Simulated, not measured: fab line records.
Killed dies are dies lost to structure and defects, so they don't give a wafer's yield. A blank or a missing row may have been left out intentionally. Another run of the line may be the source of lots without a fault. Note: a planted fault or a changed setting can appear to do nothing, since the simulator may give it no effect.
fab line records	flow gf180mcu
[record] lots = 14	wafers = 42	lastDay = 34
route steps=602 shown M3@409 V3@440
lots untouched by any fault: they come from a run of this same line in which no faults occurred
startH: hours from the record's opening day to when the first of the lot's shown wafers began	waitH: time in hours since the lot's previous step	" unchanged from the row above	L1.1+2: several wafers, shown together as one row	- no value present, or no start provided	* or withheld: withheld	< > ~ a bound
route shown NAME@n: NAME is a module with steps in the file, n the number in the route of the first one	usual: the fault-free wafers' mean and standard deviation	same: alike in all rows	chamber/n: place in a boat	sites: readings site by site	_std_site: the values' standard deviation	_edge_site: outer sites' mean less inner sites'	radiusMm: how far each site lies from the wafer's centre	mask NAME#n: copy n	behind: the most recent tool/chamber to have shaped the wafer	hold: cause of the lot's hold/its duration in hours/its outcome	device: whichever transistor did not switch (one of n, p or np)	end of line: the route-end tests of the same wafers	where a step has no rows: the recipe by itself	killed: dies lost to structure and defects at the first sort, not the wafer's yield	map: per-die view of a wafer (x killed, . not killed, _ where there is no die)
set.NAME: the setting as run; set.NAME@STEP: as run at that earlier step	model.NAME: the simulator's own value behind a step, which no gauge read
one table for each step of the route and one row for each wafer, over a sample of lots
services: when a tool's chamber went out of use (startH, in hours from the record's first day, below 0 if earlier), for how many hours, and the reason
[[steps]]
[step GF_M3_SPUTTER_00]
[recipe] material = Ti	targetThkNm = 37.5	arrivingIonEnergyEv = 80	substrateTempC = 200	chamberPressurePa = 2	powerW = 4000	timeS = 150
[usual] cathodeDcPowerW = 4000.0/0.76	chamberPressurePa = 1.999/0.0041	throttleValvePct = 30.4/0.99
lot.wafer	tool	chamber	startH	waitH	cathodeDcPowerW	chamberPressurePa	throttleValvePct
L103.1	pvdSputter-03	-	472.00	0.1	4000.1	1.997	30.0
L103.5	"	-	"	"	4000.0	2.007	30.1
L103.6	"	-	"	"	3999.8	2.002	29.7
L106.1	pvdSputter-01	-	498.13	0.2	4001.0	1.988	30.7
L106.5	"	-	"	"	4000.8	2.000	30.4
L106.6	"	-	"	"	4001.1	1.992	30.9
L107.2	pvdSputter-04	-	509.35	0.2	4001.0	1.997	31.2
L107.5	"	-	"	"	3998.6	1.996	28.4
L107.6	"	-	"	"	3999.0	1.998	31.5
L108.1	pvdSputter-03	-	517.54	0.1	4000.3	1.998	30.0
L108.5	"	-	"	"	3999.5	2.001	30.0
L108.6	"	-	"	"	3999.2	2.002	30.6
L109.2	pvdSputter-03	-	528.23	0.1	4000.4	1.993	29.7
L109.4	"	-	"	"	3999.2	1.998	28.1
L109.5	"	-	"	"	4001.9	2.006	28.2
L111.2	pvdSputter-01	-	547.40	0.2	3999.0	1.992	31.0
L111.3	"	-	"	"	4000.7	2.000	30.9
L111.6	"	-	"	"	3999.4	1.994	31.0
L112.3	pvdSputter-04	-	552.92	0.2	3999.8	2.001	31.3
L112.4	"	-	"	"	4001.9	2.004	28.5
L112.6	"	-	"	"	3999.6	1.997	31.4
L114.1	pvdSputter-03	-	570.32	0.2	4001.0	1.995	29.8
L114.3	"	-	"	"	4000.2	2.004	28.0
L114.4	"	-	"	"	4000.4	1.998	30.3
L115.1	pvdSputter-04	-	578.53	0.2	3998.9	2.001	28.6
L115.3	"	-	"	"	4000.7	2.001	31.3
L115.4	"	-	"	"	3999.5	1.994	31.5
L117.1	pvdSputter-04	-	594.16	0.1	3999.7	1.999	31.1
L117.4	"	-	"	"	3999.7	2.004	30.8
L117.6	"	-	"	"	3999.6	2.000	28.6
L120.2	pvdSputter-01	-	615.58	0.1	4000.6	2.002	30.9
L120.3	"	-	"	"	3999.4	2.002	31.1
L120.5	"	-	"	"	4000.5	2.000	31.1
L121.1	pvdSputter-04	-	622.90	0.1	3999.1	1.995	28.5
L121.2	"	-	"	"	4001.2	2.010	31.3
L121.4	"	-	"	"	3998.5	1.999	31.2
L124.2	pvdSputter-04	-	644.53	0.1	3999.2	2.003	31.3
L124.3	"	-	"	"	4000.0	1.998	30.9
L124.4	"	-	"	"	4000.2	2.002	30.7
L125.1	pvdSputter-04	-	650.43	0.2	3998.6	1.999	31.4
L125.2	"	-	"	"	4001.6	2.006	31.3
L125.5	"	-	"	"	4001.0	2.000	30.8
[step GF_M3_METAL_ETCH_16]
[recipe] chemistry = Cl2/BCl3	maskMaterial = KrF	targetDepthNm = 750.8	stopOn = SiO2	pressureMtorr = 8	icpW = 800	biasW = 140	Cl2_flow_sccm = 80	bcl3FlowSccm = 40	timeS = 125.1
[usual] drypumpMotorCurrentA = 5.30/0.27	oesProductAu = 0.991/0.0059	rfFwdPowerW = 796.5/2.6	throttleValvePct = 28.229/0.0095
lot.wafer	tool	chamber	startH	waitH	drypumpMotorCurrentA	oesProductAu	rfFwdPowerW	rfHoursCounterH	throttleValvePct
L103.1	rieMetal-03	1	496.13	0.0	5.15	0.989	796.1	1	28.235
L103.5	"	1	"	"	5.18	0.985	794.4	-	28.238
L103.6	"	0	"	"	5.37	0.984	797.1	-	28.240
L106.1	rieMetal-01	0	521.68	0.0	5.36	0.994	796.2	9	28.214
L106.5	"	0	"	"	5.37	0.996	796.8	-	28.221
L106.6	"	1	"	"	5.40	0.985	799.3	-	28.204
L107.2	rieMetal-02	0	532.67	0.0	5.61	0.995	800.0	5	28.231
L107.5	"	0	"	"	5.63	0.991	798.6	-	28.226
L107.6	"	1	"	"	4.84	0.992	797.0	-	28.210
L108.1	rieMetal-03	1	540.13	0.0	5.17	0.989	794.2	2	28.231
L108.5	"	0	"	"	5.38	0.971	797.4	-	28.241
L108.6	"	1	"	"	5.17	0.980	794.1	-	28.233
L109.2	rieMetal-02	0	551.17	0.0	5.64	0.995	798.5	5	28.227
L109.4	"	1	"	"	4.85	0.994	799.1	-	28.216
L109.5	"	0	"	"	5.64	0.996	800.9	-	28.225
L111.2	rieMetal-01	0	569.23	0.0	5.34	0.988	795.6	10	28.224
L111.3	"	1	"	"	5.35	0.993	796.7	-	28.239
L111.6	"	0	"	"	5.32	0.994	792.1	-	28.232
L112.3	rieMetal-03	1	575.67	0.1	5.15	0.999	794.3	-	28.227
L112.4	"	0	"	"	5.39	0.984	795.2	-	28.235
L112.6	"	0	"	"	5.37	0.987	797.1	-	28.232
L114.1	rieMetal-01	0	592.38	0.0	5.37	0.989	792.2	11	28.228
L114.3	"	1	"	"	5.39	0.984	795.4	-	28.219
L114.4	"	0	"	"	5.34	0.997	791.9	-	28.237
L115.1	rieMetal-03	0	600.18	0.0	5.37	0.995	800.7	9	28.229
L115.3	"	1	"	"	5.17	0.999	794.1	-	28.230
L115.4	"	0	"	"	5.39	0.995	795.4	-	28.220
L117.1	rieMetal-02	1	615.28	0.0	4.84	0.996	796.1	13	28.222
L117.4	"	1	"	"	4.86	0.995	799.5	-	28.228
L117.6	"	1	"	"	4.88	0.988	794.2	-	28.230
L120.2	rieMetal-02	0	636.22	0.1	5.62	1.000	800.8	-	28.238
L120.3	"	0	"	"	5.63	0.999	799.1	-	28.221
L120.5	"	0	"	"	5.63	0.994	799.4	-	28.230
L121.1	rieMetal-03	0	643.47	0.0	5.35	0.979	797.3	11	28.237
L121.2	"	1	"	"	5.20	1.003	797.0	6	28.223
L121.4	"	1	"	"	5.18	0.998	802.4	-	28.227
L124.2	rieMetal-01	1	664.47	0.0	5.41	0.995	791.4	13	28.229
L124.3	"	0	"	"	5.36	0.994	794.9	-	28.224
L124.4	"	1	"	"	5.42	0.992	793.9	-	28.218
L125.1	rieMetal-02	0	669.98	0.0	5.66	0.987	794.0	10	28.220
L125.2	"	1	"	"	4.88	0.977	798.8	1	28.220
L125.5	"	0	"	"	5.63	0.989	794.3	-	28.248
[step GF_V3_EXPOSE_11]
[recipe] maskId = Via3	targetCdNm = 260	na = 0.68	sourceShape = conventional	sigmaOuter = 0.6	doseMj = 38
[usual] exposureDoseMJCm2 = 37.94/0.043	focusOffsetNm = 0.0/0.5	na = 0.68/0
lot.wafer	tool	chamber	startH	waitH	mask	exposureDoseMJCm2	focusOffsetNm	na
L103.1	krfScanner-02	0	509.31	-	Via3#0	38.01	0.0	0.68
L103.5	"	0	"	"	Via3#0	37.94	0.4	0.68
L103.6	"	0	"	"	Via3#0	38.06	0.1	0.68
L106.1	krfScanner-01	0	534.14	-	Via3#0	37.86	0.0	0.68
L106.5	"	0	"	"	Via3#0	37.91	0.2	0.68
L106.6	"	0	"	"	Via3#0	38.05	-0.3	0.68
L107.2	krfScanner-01	0	545.64	-	Via3#0	37.89	0.1	0.68
L107.5	"	0	"	"	Via3#0	37.87	1.1	0.68
L107.6	"	0	"	"	Via3#0	37.92	0.9	0.68
L108.1	krfScanner-01	0	552.97	-	Via3#0	37.95	0.8	0.68
L108.5	"	0	"	"	Via3#0	37.96	-0.3	0.68
L108.6	"	0	"	"	Via3#0	37.89	-0.2	0.68
L109.2	krfScanner-01	0	563.34	-	Via3#0	37.89	-0.2	0.68
L109.4	"	0	"	"	Via3#0	37.89	-0.6	0.68
L109.5	"	0	"	"	Via3#0	37.89	0.1	0.68
L111.2	krfScanner-02	0	581.68	-	Via3#0	37.92	-0.5	0.68
L111.3	"	0	"	"	Via3#0	37.89	-0.6	0.68
L111.6	"	0	"	"	Via3#0	37.98	-0.1	0.68
L112.3	krfScanner-02	0	587.21	-	Via3#0	37.95	0.3	0.68
L112.4	"	0	"	"	Via3#0	37.99	-0.1	0.68
L112.6	"	0	"	"	Via3#0	37.95	0.0	0.68
L114.1	krfScanner-01	0	604.77	-	Via3#0	37.90	0.3	0.68
L114.3	"	0	"	"	Via3#0	37.86	-0.1	0.68
L114.4	"	0	"	"	Via3#0	37.92	-0.1	0.68
L115.1	krfScanner-02	0	612.24	-	Via3#0	37.95	-0.6	0.68
L115.3	"	0	"	"	Via3#0	37.93	-0.2	0.68
L115.4	"	0	"	"	Via3#0	37.97	0.2	0.68
L117.1	krfScanner-02	0	627.60	-	Via3#0	38.02	-1.0	0.68
L117.4	"	0	"	"	Via3#0	38.04	0.1	0.68
L117.6	"	0	"	"	Via3#0	38.01	0.7	0.68
L120.2	krfScanner-02	-	647.59	-	Via3#0	-	-	-
L120.3	"	-	"	"	Via3#0	-	-	-
L120.5	"	-	"	"	Via3#0	-	-	-
L121.1	krfScanner-02	-	653.97	-	Via3#0	-	-	-
L121.2	"	-	"	"	Via3#0	-	-	-
L121.4	"	-	"	"	Via3#0	-	-	-
L124.2	krfScanner-02	0	675.54	-	Via3#0	37.95	0.1	0.68
L124.3	"	0	"	"	Via3#0	37.91	-0.4	0.68
L124.4	"	0	"	"	Via3#0	37.90	0.6	0.68
L125.1	krfScanner-01	0	681.36	-	Via3#0	37.90	0.1	0.68
L125.2	"	0	"	"	Via3#0	37.86	-0.7	0.68
L125.5	"	0	"	"	Via3#0	37.89	-0.3	0.68
[step GF_V3_ETCH_16]
[recipe] chemistry = N2/H2	targetDepthA = withheld	overetchA = withheld	timeS = withheld	target = BARC	ionEnergyEv = 200	sourceW = 500	biasW = 100	pressureMtorr = 30	n2FlowSccm = 100	h2FlowSccm = 200
[usual] drypumpMotorCurrentA = 5.6/0.32	oesProductAu = 0.855/0.0048	rfFwdPowerW = 494.5/2.3	throttleValvePct = 13.224/0.0093
lot.wafer	tool	chamber	startH	waitH	drypumpMotorCurrentA	oesProductAu	rfFwdPowerW	throttleValvePct
L103.1	rieDiel-02	0	520.68	0.0	5.5	0.858	497.1	13.224
L103.5	"	3	"	"	5.7	0.857	490.2	13.224
L103.6	"	2	"	"	5.6	0.862	493.1	13.229
L106.1	rieDiel-03	2	545.83	0.0	5.6	0.852	494.0	13.215
L106.5	"	1	"	"	5.5	0.857	493.9	13.220
L106.6	"	2	"	"	5.6	0.853	496.8	13.224
L107.2	rieDiel-03	3	556.14	0.0	5.5	0.851	495.8	13.210
L107.5	"	3	"	"	5.6	0.851	494.5	13.239
L107.6	"	0	"	"	5.2	0.857	491.0	13.227
L108.1	rieDiel-01	2	563.82	0.0	6.5	0.857	496.0	13.211
L108.5	"	1	"	"	5.9	0.845	493.0	13.214
L108.6	"	3	"	"	5.9	0.854	495.3	13.237
L109.2	rieDiel-01	1	574.39	0.0	5.9	0.851	495.0	13.231
L109.4	"	1	"	"	5.9	0.853	495.8	13.223
L109.5	"	2	"	"	6.6	0.851	496.5	13.211
L111.2	rieDiel-01	3	592.09	0.0	5.9	0.861	492.9	13.235
L111.3	"	0	"	"	5.1	0.855	495.4	13.208
L111.6	"	3	"	"	5.9	0.860	494.7	13.206
L112.3	rieDiel-02	3	597.97	0.0	5.7	0.851	491.7	13.240
L112.4	"	0	"	"	5.4	0.863	493.3	13.235
L112.6	"	1	"	"	5.6	0.857	495.9	13.216
L114.1	rieDiel-03	0	615.00	0.0	5.2	0.856	489.9	13.220
L114.3	"	2	"	"	5.6	0.855	497.7	13.226
L114.4	"	3	"	"	5.5	0.850	498.1	13.225
L115.1	rieDiel-02	2	622.90	0.0	5.6	0.846	491.8	13.228
L115.3	"	0	"	"	5.5	0.849	497.1	13.226
L115.4	"	3	"	"	5.7	0.862	492.0	13.233
L117.1	rieDiel-02	0	638.04	0.0	5.4	0.862	498.0	13.218
L117.4	"	3	"	"	5.7	0.858	491.9	13.224
L117.6	"	2	"	"	5.6	0.853	493.5	13.230
L120.2	rieDiel-03	3	657.58	0.0	5.5	0.861	495.5	13.229
L120.3	"	2	"	"	5.6	0.867	494.9	13.206
L120.5	"	3	"	"	5.5	0.853	498.3	13.224
L121.1	rieDiel-03	1	663.83	0.0	5.5	0.848	491.8	13.232
L121.2	"	3	"	"	5.5	0.847	495.4	13.238
L121.4	"	2	"	"	5.7	0.846	495.1	13.228
L124.2	rieDiel-03	3	685.41	0.0	5.5	0.856	496.0	13.215
L124.3	"	0	"	"	5.2	0.861	492.2	13.215
L124.4	"	2	"	"	5.6	0.849	499.0	13.221
L125.1	rieDiel-02	2	690.63	0.0	5.6	0.855	492.7	13.205
L125.2	"	0	"	"	5.4	0.861	494.0	13.196
L125.5	"	1	"	"	5.6	0.850	494.4	13.232
[[services]]
tool	chamber	startH	hours	kind
rieDiel-02	1	449.69	13.8	repair
rieDiel-03	-	464.93	2.8	pm
krfScanner-01	-	498.76	1.0	pm
krfScanner-01	-	500.62	0.8	pm
krfScanner-02	-	512.66	1.5	pm
krfScanner-02	-	516.79	0.1	repair
krfScanner-01	-	518.60	1.3	pm
rieDiel-02	1	526.72	16.2	repair
rieDiel-03	3	551.67	1.9	repair
rieDiel-03	2	554.27	19.0	repair
krfScanner-02	-	559.66	1.0	pm
krfScanner-02	-	568.96	0.8	pm
krfScanner-02	-	574.26	1.5	repair
pvdSputter-04	-	582.85	8.4	repair
krfScanner-02	-	599.87	7.2	pm
rieMetal-02	0	609.37	6.2	repair
krfScanner-01	-	613.99	3.6	pm
rieDiel-03	1	620.07	8.1	repair
krfScanner-02	-	621.41	1.3	pm
krfScanner-02	-	622.89	0.7	repair
krfScanner-01	-	667.76	1.0	pm
krfScanner-01	-	669.42	0.8	pm
rieDiel-03	0	674.12	9.4	repair
rieDiel-02	2	678.31	4.3	repair
[[key]]
[firstSign] step = GF_V3_EXPOSE_11	reading = toolRecord	direction = missing
effect none on later readings
metAt GF_V3_EXPOSE_11
struckLots L120,L121
laterRowsLeftOut L120.2,L120.3,L120.5,L121.1,L121.2,L121.4
sortLeftOut L120.2,L120.3,L120.5,L121.1,L121.2,L121.4
notActingAt GF_M3_SPUTTER_00,GF_M3_METAL_ETCH_16,GF_V3_ETCH_16
onsetBetween 627.60 647.59
[fault] kind = skippedStepWhole	tool = krfScanner-02	chamber = -	onsetH = 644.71	steps = GF_V3_EXPOSE_11	scope = struckLotsOnly
// sortLeftOut: the simulated sort isn't trusted on such a fault, so these wafers' sort isn't shown, and their yield isn't known
// laterRowsLeftOut: the simulator's readings of these wafers behind a module that went badly wrong aren't trusted and aren't shown, but for the sort
